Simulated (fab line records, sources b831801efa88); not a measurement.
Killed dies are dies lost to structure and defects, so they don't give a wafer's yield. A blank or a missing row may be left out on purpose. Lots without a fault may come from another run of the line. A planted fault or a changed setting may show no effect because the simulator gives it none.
fab line records | flow gf180mcu
record lots=5 wafers=15 last_day=33
route steps=602 shown V5@565 TOP_METAL@567 PASSIVATION@587
lots that met no fault: from a run of the same line without faults
start_h: hours from the record's first day to the start of the lot's first wafer shown | wait_h: hours since the lot's step before | " the same as in the row above | L1.1+2: a row that stands for several wafers | - no value, or no start given | * or withheld: withheld | < > ~ a bound
route shown NAME@n: a module of which the file shows steps, and the number in the route of the first | usual: mean/standard deviation of fault-free wafers | same: alike in all rows | chamber/n: place in a boat | sites: the reading at each site | _std_site: their standard deviation | _edge_site: outer sites' mean less inner sites' | radius_mm: how far each site lies from the wafer's centre | mask NAME#n: copy n | behind: the tool/chamber that last shaped the wafer | hold: why the lot was held/for how many hours/how that ended | device: the transistor (n, p or np) that didn't switch | end of line: the same wafers' tests at the end of the route | a step without rows: its recipe alone | killed: dies lost to structure and defects at the first sort, not the wafer's yield | map: a wafer's dies, x killed, . not, _ none there
set.NAME: the setting as run; set.NAME@STEP: as run at that earlier step | model.NAME: the simulator's own value behind a step, which no gauge read
lots at some steps of the route; a table a step, a row a wafer
services: from which hour (start_h, from the record's first day; less than 0 if before it) a tool's chamber was out of use, for how many hours, and why
## steps
# step GF_V5_THK_MEAS_25
# recipe thk_meas_gauge=xrf reads=W_of_V5_CVD_23
# usual V5_W_THK=366/5.1
# columns lot.wafer tool chamber start_h wait_h V5_W_THK[nm]
L078.1 film_metro-03 - 664.83 0.1 371
L078.4 " - " " 376
L078.5 " - " " 372
L081.1 film_metro-04 - 683.83 0.1 367
L081.2 " - " " 361
L081.5 " - " " 365
L085.2 film_metro-02 - 714.88 0.1 369
L085.3 " - " " 369
L085.4 " - " " 362
L086.2 film_metro-04 - 718.18 0.1 364
L086.4 " - " " 362
L086.6 " - " " 366
L092.1 film_metro-03 - 752.50 0.1 370
L092.2 " - " " 369
L092.3 " - " " 367
# step GF_V5_CMP_26
# recipe stop_on=SiO2 down_force_psi=3.5 platen_rpm=60 t_overpolish_s=15 target_thk_nm=0 pad_velocity_m_s=0.94248
# usual motor_current_A=11.2/0.84 overpolish_run_s=15.000/0.0087 slurry_flow_ml_min=150.0/0.49 time_to_endpoint_s=84/3.5
# columns lot.wafer tool chamber start_h wait_h motor_current_A overpolish_run_s slurry_flow_ml_min time_to_endpoint_s
L078.1 cmp-02 1 664.99 0.1 11.9 15.000 149.5 88
L078.4 " 2 " " 11.1 15.000 150.0 91
L078.5 " 0 " " 10.5 14.998 150.4 89
L081.1 cmp-01 1 683.89 0.1 11.1 14.997 150.4 86
L081.2 " 2 " " 12.8 15.007 150.0 85
L081.5 " 1 " " 10.9 15.013 149.6 87
L085.3 cmp-02 3 715.08 0.2 10.5 15.012 149.9 87
L085.2 " 1 " " 12.1 15.002 149.6 84
L085.4 " 2 " " 10.7 14.998 149.9 93
L086.4 cmp-02 2 718.28 0.1 11.8 14.983 150.1 88
L086.2 " 3 " " 10.4 15.014 150.5 82
L086.6 " 2 " " 11.4 14.993 150.1 88
L092.2 cmp-02 2 752.56 0.0 10.7 15.011 150.6 85
L092.1 " 3 " " 10.7 15.013 149.4 78
L092.3 " 0 " " 10.7 14.992 150.9 79
# step GF_TOP_METAL_SPUTTER_00
# recipe material=Ti target_thk_nm=37.5 arriving_ion_energy_ev=80 substrate_temp_c=200 chamber_pressure_pa=2 power_w=4000 time_s=150
# usual throttle_valve_pct=30.0/0.56
# columns lot.wafer tool chamber start_h wait_h throttle_valve_pct
L078.1 pvd_sputter-02 - 665.19 0.1 29.7
L078.4 " - " " 29.4
L078.5 " - " " 30.7
L081.1 pvd_sputter-04 - 684.19 0.2 31.2
L081.2 " - " " 29.7
L081.5 " - " " 30.2
L085.2 pvd_sputter-04 - 715.38 0.1 31.1
L085.3 " - " " 29.3
L085.4 " - " " 29.5
L086.2 pvd_sputter-01 - 718.53 0.1 30.1
L086.4 " - " " 29.9
L086.6 " - " " 29.3
L092.1 pvd_sputter-01 - 752.86 0.2 29.6
L092.2 " - " " 30.3
L092.3 " - " " 29.8
# step GF_TOP_METAL_SPUTTER_01
# recipe material=TiN target_thk_nm=30 power_w=6500 time_s=25 chamber_pressure_pa=0.4
# usual throttle_valve_pct=30.0/0.53
# columns lot.wafer tool chamber start_h wait_h throttle_valve_pct
L078.1 pvd_sputter-02 - 665.30 0.1 29.6
L078.4 " - " " 29.4
L078.5 " - " " 30.8
L081.1 pvd_sputter-04 - 684.29 0.1 31.1
L081.2 " - " " 29.9
L081.5 " - " " 30.0
L085.2 pvd_sputter-04 - 715.48 0.1 31.4
L085.3 " - " " 29.6
L085.4 " - " " 29.7
L086.2 pvd_sputter-01 - 718.63 0.1 29.8
L086.4 " - " " 30.1
L086.6 " - " " 29.7
L092.1 pvd_sputter-01 - 752.96 0.1 29.6
L092.2 " - " " 30.3
L092.3 " - " " 29.6
# step GF_TOP_METAL_SPUTTER_02
# recipe material=AlCu target_thk_nm=900 power_w=10600 chamber_pressure_pa=0.3 substrate_temp_c=250 gas=Ar time_s=47.82
# usual throttle_valve_pct=30.0/0.53
# columns lot.wafer tool chamber start_h wait_h throttle_valve_pct
L078.1 pvd_sputter-02 - 665.33 0.0 30.0
L078.4 " - " " 29.7
L078.5 " - " " 30.7
L081.1 pvd_sputter-04 - 684.32 0.0 31.2
L081.2 " - " " 29.8
L081.5 " - " " 30.3
L085.2 pvd_sputter-04 - 715.51 0.0 31.0
L085.3 " - " " 30.0
L085.4 " - " " 29.6
L086.2 pvd_sputter-01 - 718.66 0.0 30.1
L086.4 " - " " 29.9
L086.6 " - " " 29.3
L092.1 pvd_sputter-01 - 752.99 0.0 29.7
L092.2 " - " " 30.2
L092.3 " - " " 29.5
# step GF_TOP_METAL_SPUTTER_03
# recipe material=Ti target_thk_nm=5 substrate_temp_c=300 chamber_pressure_pa=0.3 power_w=3000 time_s=3.3
# usual throttle_valve_pct=30.0/0.55
# columns lot.wafer tool chamber start_h wait_h throttle_valve_pct
L078.1 pvd_sputter-02 - 665.38 0.0 29.9
L078.4 " - " " 29.7
L078.5 " - " " 31.0
L081.1 pvd_sputter-04 - 684.37 0.0 31.1
L081.2 " - " " 29.8
L081.5 " - " " 29.8
L085.2 pvd_sputter-04 - 715.56 0.0 31.1
L085.3 " - " " 29.8
L085.4 " - " " 29.8
L086.2 pvd_sputter-01 - 718.70 0.0 29.9
L086.4 " - " " 29.9
L086.6 " - " " 29.3
L092.1 pvd_sputter-01 - 753.04 0.0 29.0
L092.2 " - " " 30.0
L092.3 " - " " 29.7
# step GF_TOP_METAL_SPUTTER_04
# recipe material=TiN target_thk_nm=25 power_w=6500 time_s=20.8 chamber_pressure_pa=0.4
# usual throttle_valve_pct=30.0/0.53
# columns lot.wafer tool chamber start_h wait_h throttle_valve_pct
L078.1 pvd_sputter-02 - 665.40 0.0 30.0
L078.4 " - " " 29.6
L078.5 " - " " 30.3
L081.1 pvd_sputter-04 - 684.38 0.0 31.1
L081.2 " - " " 29.7
L081.5 " - " " 30.0
L085.2 pvd_sputter-04 - 715.57 0.0 30.9
L085.3 " - " " 29.6
L085.4 " - " " 29.7
L086.2 pvd_sputter-01 - 718.72 0.0 30.2
L086.4 " - " " 30.5
L086.6 " - " " 29.4
L092.1 pvd_sputter-01 - 753.06 0.0 29.3
L092.2 " - " " 30.1
L092.3 " - " " 29.7
# step GF_TOP_METAL_RS_MEAS_05
# recipe thk_meas_gauge=four-point-probe reads=TiN_of_TOP_METAL_SPUTTER_04+Ti_of_TOP_METAL_SPUTTER_03+AlCu_of_TOP_METAL_SPUTTER_02+TiN_of_TOP_METAL_SPUTTER_01+Ti_of_TOP_METAL_SPUTTER_00
# usual TOP_METAL_ALCU_RS=0.0329/0.00034
# columns lot.wafer tool chamber start_h wait_h TOP_METAL_ALCU_RS[ohm/sq]
L078.1 film_metro-02 - 665.44 0.0 0.0336
L078.4 " - " " 0.0331
L078.5 " - " " 0.0330
L081.1 film_metro-02 - 684.41 0.0 0.0328
L081.2 " - " " 0.0331
L081.5 " - " " 0.0329
L085.2 film_metro-01 - 715.62 0.0 0.0329
L085.3 " - " " 0.0332
L085.4 " - " " 0.0329
L086.2 film_metro-03 - 718.77 0.0 0.0327
L086.4 " - " " 0.0326
L086.6 " - " " 0.0325
L092.1 film_metro-03 - 753.08 0.0 0.0328
L092.2 " - " " 0.0329
L092.3 " - " " 0.0331
# step GF_TOP_METAL_THK_MEAS_06
# recipe thk_meas_gauge=xrf reads=AlCu_of_TOP_METAL_SPUTTER_02
# usual TOP_METAL_ALCU_THK=899/10
# columns lot.wafer tool chamber start_h wait_h TOP_METAL_ALCU_THK[nm]
L078.1 film_metro-02 - 665.56 0.1 882
L078.4 " - " " 898
L078.5 " - " " 900
L081.1 film_metro-02 - 684.53 0.1 901
L081.2 " - " " 897
L081.5 " - " " 898
L085.2 film_metro-01 - 715.73 0.1 895
L085.3 " - " " 890
L085.4 " - " " 894
L086.2 film_metro-03 - 718.88 0.1 908
L086.4 " - " " 904
L086.6 " - " " 906
L092.1 film_metro-03 - 753.20 0.1 898
L092.2 " - " " 896
L092.3 " - " " 885
# step GF_TOP_METAL_DEHYDRATE_07
# recipe temp_c=200 time_s=60
# columns lot.wafer tool chamber start_h wait_h
L078.1+4+5 litho_track-03 0 674.47 8.9
L081.1+2+5 litho_track-02 0 693.31 8.8
L085.2+3+4 litho_track-02 0 724.08 8.3
L086.2+4+6 litho_track-01 0 727.84 9.0
L092.1+2+3 litho_track-03 0 760.52 7.3
# step GF_TOP_METAL_HMDS_08
# recipe prime_time_s=60 prime_temp_c=120
# columns lot.wafer tool chamber start_h wait_h
L078.1+4+5 litho_track-03 0 674.62 0.1
L081.1+2+5 litho_track-02 0 693.46 0.1
L085.2+3+4 litho_track-02 0 724.23 0.1
L086.2+4+6 litho_track-01 0 727.99 0.1
L092.1+2+3 litho_track-03 0 760.67 0.1
# step GF_TOP_METAL_COAT_09
# recipe resist=NOVOLAK spin_rpm=3000 resist_thk_nm=1500
# columns lot.wafer tool chamber start_h wait_h
L078.1+4+5 litho_track-03 0 674.77 0.1
L081.1+2+5 litho_track-02 0 693.61 0.1
L085.2+3+4 litho_track-02 0 724.38 0.1
L086.2+4+6 litho_track-01 0 728.14 0.1
L092.1+2+3 litho_track-03 0 760.82 0.1
# step GF_TOP_METAL_SOFTBAKE_10
# recipe temp_c=90 time_s=60 resist=NOVOLAK
# columns lot.wafer tool chamber start_h wait_h
L078.1+4+5 litho_track-03 0 674.92 0.1
L081.1+2+5 litho_track-02 0 693.76 0.1
L085.2+3+4 litho_track-02 0 724.53 0.1
L086.2+4+6 litho_track-01 0 728.29 0.1
L092.1+2+3 litho_track-03 0 760.97 0.1
# step GF_TOP_METAL_EXPOSE_11
# recipe mask_id=MetalTop target_cd_nm=440 na=0.6 source_shape=conventional sigma_outer=0.6 dose_mj=170
# columns lot.wafer tool chamber start_h wait_h mask
L078.1+4+5 iline_stepper-02 0 - - MetalTop#0
L081.1+2+5 iline_stepper-02 0 - - MetalTop#0
L085.2+3+4 iline_stepper-01 0 - - MetalTop#0
L086.2+4+6 iline_stepper-01 0 - - MetalTop#0
L092.1+2+3 iline_stepper-02 0 - - MetalTop#0
# step GF_TOP_METAL_PEB_12
# recipe temp_c=withheld time_s=* resist=NOVOLAK
# columns lot.wafer tool chamber start_h wait_h
L078.1+4+5 litho_track-02 0 - -
L081.1+2+5 litho_track-03 0 - -
L085.2+3+4 litho_track-03 0 - -
L086.2+4+6 litho_track-02 0 - -
L092.1+2+3 litho_track-03 0 - -
# step GF_TOP_METAL_DEVELOP_13
# recipe develop_time_s=60 dev_temp_c=23
# columns lot.wafer tool chamber start_h wait_h
L078.1+4+5 litho_track-02 0 683.76 0.1
L081.1+2+5 litho_track-03 0 702.62 0.1
L085.2+3+4 litho_track-03 0 733.35 0.1
L086.2+4+6 litho_track-02 0 736.83 0.1
L092.1+2+3 litho_track-03 0 769.02 0.1
# step GF_TOP_METAL_CD_MEAS_14
# recipe target_cd_nm=440
# usual cd_nm=439.6/2.9
# columns lot.wafer tool chamber start_h wait_h cd_nm
L078.1 cd_sem-01 - 683.91 0.1 437.3
L078.4 " - " " 436.2
L078.5 " - " " 439.1
L081.1 cd_sem-01 - 702.77 0.1 439.0
L081.2 " - " " 438.2
L081.5 " - " " 438.9
L085.2 cd_sem-02 - 733.49 0.1 444.2
L085.3 " - " " 443.4
L085.4 " - " " 442.5
L086.2 cd_sem-01 - 737.06 0.2 438.2
L086.4 " - " " 440.0
L086.6 " - " " 436.3
L092.1 cd_sem-01 - 769.17 0.1 441.9
L092.2 " - " " 441.4
L092.3 " - " " 442.3
# step GF_TOP_METAL_OVL_MEAS_15
# usual TOP_METAL_OVL=0.1/1.3
# columns lot.wafer tool chamber start_h wait_h TOP_METAL_OVL[nm]
L078.1 overlay-01 - 684.03 0.1 0.4
L078.4 " - " " 0.9
L078.5 " - " " 0.9
L081.1 overlay-01 - 702.89 0.1 1.9
L081.2 " - " " 0.7
L081.5 " - " " 0.5
L085.2 overlay-02 - 733.60 0.1 -0.7
L085.3 " - " " -0.8
L085.4 " - " " 0.2
L086.2 overlay-01 - 737.17 0.1 -1.0
L086.4 " - " " 0.5
L086.6 " - " " 0.6
L092.1 overlay-02 - 769.29 0.1 -1.3
L092.2 " - " " -1.6
L092.3 " - " " -0.4
# step GF_TOP_METAL_METAL_ETCH_16
# recipe chemistry=Cl2/BCl3 mask_material=NOVOLAK target_depth_nm=1077.5 stop_on=SiO2 pressure_mtorr=8 icp_w=800 bias_w=135.5 Cl2_flow_sccm=80 bcl3_flow_sccm=40 time_s=179.6
# usual drypump_motor_current_A=5.45/0.27 oes_product_au=0.963/0.0063 throttle_valve_pct=28.261/0.011
# columns lot.wafer tool chamber start_h wait_h drypump_motor_current_A oes_product_au rf_hours_counter_h throttle_valve_pct
L078.1 rie_metal-02 0 684.06 0.0 5.64 0.962 1 28.254
L078.4 " 0 " " 5.70 0.958 - 28.274
L078.5 " 0 " " 5.68 0.961 - 28.250
L081.1 rie_metal-04 0 702.93 0.0 5.57 0.965 8 28.268
L081.2 " 1 " " 5.19 0.962 6 28.267
L081.5 " 0 " " 5.56 0.960 - 28.254
L085.2 rie_metal-04 1 733.63 0.0 5.20 0.971 7 28.257
L085.3 " 1 " " 5.20 0.954 - 28.264
L085.4 " 0 " " 5.61 0.962 - 28.266
L086.2 rie_metal-02 0 737.26 0.1 5.67 0.966 - 28.249
L086.4 " 0 " " 5.68 0.962 - 28.257
L086.6 " 0 " " 5.66 0.968 - 28.267
L092.1 rie_metal-02 1 769.33 0.0 5.59 0.960 1 28.275
L092.2 " 0 " " 5.66 0.962 5 28.272
L092.3 " 1 " " 5.60 0.957 - 28.237
# step GF_TOP_METAL_STRIP_17
# recipe chemistry=O2/N2 power_w=1400 pressure_mtorr=1500 platen_temp_c=250 o2_flow_sccm=3000 n2_flow_sccm=300 overash_fraction=0.5
# usual drypump_motor_current_A=5.9/0.55 heater_power_w=325/34 o2_flow_sccm=2997/8.7 oes_product_au=0.710/0.0047 strip_time_to_endpoint_s=13.51/0.086
# columns lot.wafer tool chamber start_h wait_h drypump_motor_current_A heater_power_w o2_flow_sccm oes_product_au rf_hours_counter_h strip_time_to_endpoint_s
L078.1 plasma_asher-03 1 684.24 0.1 5.9 335 3006 0.709 25 13.50
L078.4 " 1 " " 5.9 329 3011 0.710 - 13.43
L078.5 " 1 " " 5.9 331 3007 0.705 - 13.45
L081.1 plasma_asher-04 0 703.10 0.1 6.7 341 2994 0.710 109 13.39
L081.2 " 1 " " 5.3 312 2992 0.706 109 13.40
L081.5 " 1 " " 5.3 306 2988 0.706 - 13.32
L085.2 plasma_asher-01 1 733.80 0.1 5.8 366 2990 0.703 97 13.53
L085.3 " 0 " " 6.6 256 3004 0.708 - 13.45
L085.4 " 1 " " 5.8 374 2996 0.704 - 13.49
L086.2 plasma_asher-03 0 737.55 0.2 5.3 341 2998 0.715 31 13.56
L086.4 " 1 " " 5.9 336 2988 0.715 - 13.53
L086.6 " 0 " " 5.3 336 2999 0.714 - 13.50
L092.1 plasma_asher-03 1 769.50 0.1 5.9 328 3002 0.699 35 13.51
L092.2 " 0 " " 5.3 344 2989 0.713 35 13.57
L092.3 " 0 " " 5.3 347 2990 0.709 - 13.47
# step GF_TOP_METAL_STRIP_18
# recipe chemistry=post_etch_residue_remover time_s=1200 temp_c=72.5
# columns lot.wafer tool chamber start_h wait_h
L078.1+4+5 wet_bench-03 3 684.34 0.1
L081.1+2+5 wet_bench-04 3 703.20 0.1
L085.2+3+4 wet_bench-01 2 733.90 0.1
L086.2+4+6 wet_bench-01 3 737.65 0.1
L092.1+2+3 wet_bench-01 3 769.60 0.1
# step GF_TOP_METAL_CLEAN_19
# recipe chemistry=DIW dry=n2_spin
# columns lot.wafer tool chamber start_h wait_h
L078.1+4+5 wet_bench-01 1 684.68 0.0
L081.1+2+5 wet_bench-03 2 703.55 0.0
L085.2+3+4 wet_bench-03 1 734.25 0.0
L086.2+4+6 wet_bench-03 3 737.99 0.0
L092.1+2+3 wet_bench-04 0 769.94 0.0
# step GF_PASSIVATION_CVD_00
# recipe material=SiO2 target_thk_nm=1000 precursor=TEOS temp_c=400 time_s=111.95 rf_w=600
# usual heater_power_w=678/80
# columns lot.wafer tool chamber start_h wait_h heater_power_w
L078.1 pecvd-03 2 684.78 0.0 717
L078.4 " 0 " " 626
L078.5 " 2 " " 737
L081.1 pecvd-04 1 703.64 0.0 803
L081.2 " 2 " " 555
L081.5 " 0 " " 840
L085.2 pecvd-03 1 734.34 0.0 640
L085.3 " 0 " " 646
L085.4 " 0 " " 725
L086.2 pecvd-02 1 738.08 0.0 678
L086.4 " 0 " " 582
L086.6 " 2 " " 769
L092.1 pecvd-03 0 770.04 0.0 767
L092.2 " 2 " " 728
L092.3 " 1 " " 624
# step GF_PASSIVATION_THK_MEAS_01
# recipe reads=SiO2_of_PASSIVATION_CVD_00
# usual PASSIVATION_CVD_00_THK=1001/13
# columns lot.wafer tool chamber start_h wait_h PASSIVATION_CVD_00_THK[nm]
L078.1 film_metro-03 - 684.86 0.0 998
L078.4 " - " " 1003
L078.5 " - " " 1008
L081.1 film_metro-01 - 703.72 0.0 989
L081.2 " - " " 978
L081.5 " - " " 994
L085.2 film_metro-01 - 734.43 0.0 993
L085.3 " - " " 1003
L085.4 " - " " 1001
L086.2 film_metro-03 - 738.17 0.0 983
L086.4 " - " " 1013
L086.6 " - " " 995
L092.1 film_metro-03 - 770.21 0.1 974
L092.2 " - " " 997
L092.3 " - " " 981
# step GF_PASSIVATION_CVD_02
# recipe material=Si3N4 target_thk_nm=700 time_s=486.18 temp_c=400 rf_w=450
# usual heater_power_w=739/95
# columns lot.wafer tool chamber start_h wait_h heater_power_w
L078.1 pecvd-02 1 684.92 0.1 841
L078.4 " 2 " " 799
L078.5 " 1 " " 848
L081.1 pecvd-02 0 703.78 0.1 677
L081.2 " 1 " " 819
L081.5 " 2 " " 774
L085.2 pecvd-04 1 734.48 0.0 789
L085.3 " 0 " " 784
L085.4 " 1 " " 807
L086.2 pecvd-03 2 738.22 0.0 745
L086.4 " 2 " " 772
L086.6 " 1 " " 627
L092.1 pecvd-02 1 770.27 0.1 835
L092.2 " 2 " " 714
L092.3 " 0 " " 719
# step GF_PASSIVATION_THK_MEAS_03
# recipe reads=Si3N4_of_PASSIVATION_CVD_02
# usual PASSIVATION_CVD_02_THK=697/8.5
# columns lot.wafer tool chamber start_h wait_h PASSIVATION_CVD_02_THK[nm]
L078.1 film_metro-01 - 685.21 0.1 701
L078.4 " - " " 703
L078.5 " - " " 706
L081.1 film_metro-01 - 704.06 0.1 704
L081.2 " - " " 707
L081.5 " - " " 719
L085.2 film_metro-04 - 734.77 0.2 689
L085.3 " - " " 689
L085.4 " - " " 696
L086.2 film_metro-04 - 738.52 0.2 693
L086.4 " - " " 711
L086.6 " - " " 696
L092.1 film_metro-03 - 770.56 0.1 695
L092.2 " - " " 697
L092.3 " - " " 696
# step GF_PASSIVATION_DEHYDRATE_04
# recipe temp_c=200 time_s=60
# columns lot.wafer tool chamber start_h wait_h
L078.1+4+5 litho_track-02 0 693.91 8.7
L081.1+2+5 litho_track-04 0 712.70 8.6
L085.2+3+4 litho_track-03 0 742.60 7.8
L086.2+4+6 litho_track-03 0 746.70 8.2
L092.1+2+3 litho_track-03 0 778.22 7.7
# step GF_PASSIVATION_HMDS_05
# recipe prime_time_s=60 prime_temp_c=120
# columns lot.wafer tool chamber start_h wait_h
L078.1+4+5 litho_track-02 0 694.06 0.1
L081.1+2+5 litho_track-04 0 712.85 0.1
L085.2+3+4 litho_track-03 0 742.75 0.1
L086.2+4+6 litho_track-03 0 746.85 0.1
L092.1+2+3 litho_track-03 0 778.37 0.1
# step GF_PASSIVATION_COAT_06
# recipe spin_rpm=2000 resist_thk_nm=4000
# columns lot.wafer tool chamber start_h wait_h
L078.1+4+5 litho_track-02 0 694.21 0.1
L081.1+2+5 litho_track-04 0 713.00 0.1
L085.2+3+4 litho_track-03 0 742.90 0.1
L086.2+4+6 litho_track-03 0 747.00 0.1
L092.1+2+3 litho_track-03 0 778.52 0.1
# step GF_PASSIVATION_SOFTBAKE_07
# recipe temp_c=110 time_s=withheld
# columns lot.wafer tool chamber start_h wait_h
L078.1+4+5 litho_track-02 0 694.36 0.1
L081.1+2+5 litho_track-04 0 713.15 0.1
L085.2+3+4 litho_track-03 0 743.06 0.1
L086.2+4+6 litho_track-03 0 747.16 0.1
L092.1+2+3 litho_track-03 0 778.67 0.1
# step GF_PASSIVATION_EXPOSE_08
# recipe mask_id=Pad target_cd_nm=40000 na=0.57 dose_mj=310
# columns lot.wafer tool chamber start_h wait_h mask
L078.1+4+5 iline_stepper-02 0 - - Pad#0
L081.1+2+5 iline_stepper-01 0 - - Pad#0
L085.2+3+4 iline_stepper-01 0 - - Pad#0
L086.2+4+6 iline_stepper-01 0 - - Pad#0
L092.1+2+3 iline_stepper-01 0 - - Pad#0
# step GF_PASSIVATION_PEB_09
# recipe temp_c=115 time_s=withheld
# columns lot.wafer tool chamber start_h wait_h
L078.1+4+5 litho_track-04 0 - -
L081.1+2+5 litho_track-04 0 - -
L085.2+3+4 litho_track-03 0 - -
L086.2+4+6 litho_track-03 0 - -
L092.1+2+3 litho_track-02 0 - -
# step GF_PASSIVATION_DEVELOP_10
# recipe develop_time_s=60 dev_temp_c=23
# columns lot.wafer tool chamber start_h wait_h
L078.1+4+5 litho_track-04 0 - -
L081.1+2+5 litho_track-04 0 - -
L085.2+3+4 litho_track-03 0 - -
L086.2+4+6 litho_track-03 0 - -
L092.1+2+3 litho_track-02 0 - -
# step GF_PASSIVATION_ETCH_11
# recipe chemistry=CF4/O2 target_depth_nm=1800 stop_on=TiN source_w=800 bias_w=150 pressure_mtorr=150 cf4_flow_sccm=80 O2_flow_sccm=10 time_s=407.7
# usual O2_flow_sccm=9.996/0.029 drypump_motor_current_A=5.7/0.51 oes_product_au=0.961/0.0069 throttle_valve_pct=5.960/0.0092
# columns lot.wafer tool chamber start_h wait_h O2_flow_sccm drypump_motor_current_A oes_product_au rf_hours_counter_h throttle_valve_pct
L078.1 rie_diel-04 0 703.90 - 9.982 4.7 0.958 16 5.991
L078.4 " 2 " " 9.976 6.3 0.961 7 5.950
L078.5 " 3 " " 9.994 5.3 0.968 - 5.969
L081.1 rie_diel-02 0 722.30 - 10.037 5.9 0.963 41 5.962
L081.2 " 3 " " 10.059 5.5 0.954 16 5.953
L081.5 " 3 " " 10.042 5.5 0.967 - 5.976
L085.2 rie_diel-03 0 751.47 - 10.008 5.7 0.956 10 5.961
L085.3 " 2 " " 10.018 6.4 0.964 8 5.956
L085.4 " 3 " " 9.974 5.2 0.958 35 5.957
L086.2 rie_diel-04 0 755.02 - 10.057 4.7 0.950 17 5.975
L086.4 " 1 " " 9.992 5.3 0.971 6 5.971
L086.6 " 3 " " 10.007 5.2 0.964 - 5.952
L092.1 rie_diel-03 2 786.26 - 10.010 6.3 0.955 9 5.967
L092.2 " 0 " " 10.005 5.6 0.959 13 5.964
L092.3 " 3 " " 10.017 5.2 0.953 36 5.954
# step GF_PASSIVATION_STRIP_12
# recipe chemistry=O2/N2 power_w=1400 pressure_mtorr=1500 platen_temp_c=250 o2_flow_sccm=3000 n2_flow_sccm=300 overash_fraction=0.5
# usual drypump_motor_current_A=5.9/0.64 heater_power_w=338/39 o2_flow_sccm=2999/9.1 oes_product_au=0.719/0.0043 strip_time_to_endpoint_s=34.41/0.24
# columns lot.wafer tool chamber start_h wait_h drypump_motor_current_A heater_power_w o2_flow_sccm oes_product_au rf_hours_counter_h strip_time_to_endpoint_s
L078.1 plasma_asher-04 0 704.14 0.1 6.7 341 3016 0.720 109 34.65
L078.4 " 0 " " 6.8 341 2999 0.715 - 34.33
L078.5 " 0 " " 6.8 338 3002 0.717 - 34.15
L081.1 plasma_asher-04 1 722.54 0.1 5.3 305 2995 0.709 111 34.44
L081.2 " 0 " " 6.7 336 3000 0.715 111 34.68
L081.5 " 0 " " 6.8 336 3003 0.724 - 34.57
L085.2 plasma_asher-04 1 751.71 0.1 5.3 297 2997 0.724 1 34.30
L085.3 " 1 " " 5.3 300 2987 0.714 - 34.17
L085.4 " 0 " " 6.7 340 2999 0.727 - 34.20
L086.2 plasma_asher-02 0 755.26 0.1 5.1 352 3010 0.722 68 35.09
L086.4 " 0 " " 5.1 351 2987 0.715 - 34.31
L086.6 " 1 " " 6.2 378 3000 0.724 - 34.86
L092.1 plasma_asher-02 0 786.50 0.1 5.1 350 2981 0.724 72 34.38
L092.2 " 1 " " 6.2 372 3001 0.720 72 34.84
L092.3 " 0 " " 5.1 349 2991 0.718 - 34.30
# step GF_PASSIVATION_ANNEAL_13
# recipe temp_c=400 time_s=1800 ambient=N2/H2 idle_temp_c=300 ramp_up_c_per_min=10 ramp_down_c_per_min=3
# usual spike_tc_bottom_C=425/3.6
# columns lot.wafer tool chamber start_h wait_h spike_tc_bottom_C
L078.1 furnace-02 0 704.24 0.1 420
L078.4 " 0 " " 421
L078.5 " 0 " " 422
L081.1 furnace-02 0 722.64 0.1 422
L081.2 " 0 " " 421
L081.5 " 0 " " 421
L085.2 furnace-01 0 751.81 0.1 429
L085.3 " 0 " " 426
L085.4 " 0 " " 428
L086.2 furnace-02 0 755.36 0.1 421
L086.4 " 0 " " 422
L086.6 " 0 " " 421
L092.1 furnace-02 0 786.60 0.1 423
L092.2 " 0 " " 421
L092.3 " 0 " " 421
# step GF_PASSIVATION_BOW_MEAS_14
# recipe mode=bow
# usual PASSIVATION_BOW=133/11
# columns lot.wafer tool chamber start_h wait_h PASSIVATION_BOW[um]
L078.1 film_metro-03 - 705.74 0.0 129
L078.4 " - " " 132
L078.5 " - " " 129
L081.1 film_metro-01 - 724.14 0.0 122
L081.2 " - " " 125
L081.5 " - " " 131
L085.2 film_metro-03 - 753.33 0.0 140
L085.3 " - " " 135
L085.4 " - " " 142
L086.2 film_metro-03 - 756.88 0.0 137
L086.4 " - " " 143
L086.6 " - " " 152
L092.1 film_metro-04 - 788.10 0.0 125
L092.2 " - " " 139
L092.3 " - " " 126
## services
# columns tool chamber start_h hours kind
wet_bench-04 - 642.51 4.4 pm
iline_stepper-01 - 647.14 4.4 pm
rie_diel-04 1 650.19 1.3 repair
rie_metal-04 0 658.37 2.4 repair
iline_stepper-02 - 661.17 1.7 pm
furnace-02 - 663.21 4.0 pm
rie_diel-04 1 669.58 12.9 repair
iline_stepper-01 - 674.85 1.7 pm
rie_diel-04 - 675.57 0.1 repair
rie_diel-04 3 683.74 2.5 repair
pecvd-02 - 692.28 2.4 repair
pecvd-02 0 696.40 5.9 repair
wet_bench-03 - 696.59 5.3 repair
iline_stepper-01 - 710.56 2.1 repair
iline_stepper-02 - 712.77 28.9 pm
plasma_asher-04 - 733.75 9.0 pm
furnace-02 - 736.46 2.5 pm
cmp-02 - 744.00 4.0 pm
rie_metal-02 1 755.78 11.8 repair
pecvd-03 - 763.31 3.4 repair
cmp-02 - 774.26 1.4 repair
pvd_sputter-01 - 781.62 2.9 repair
iline_stepper-01 - 784.91 3.8 repair
plasma_asher-04 - 784.91 2.8 pm
## key
fault none
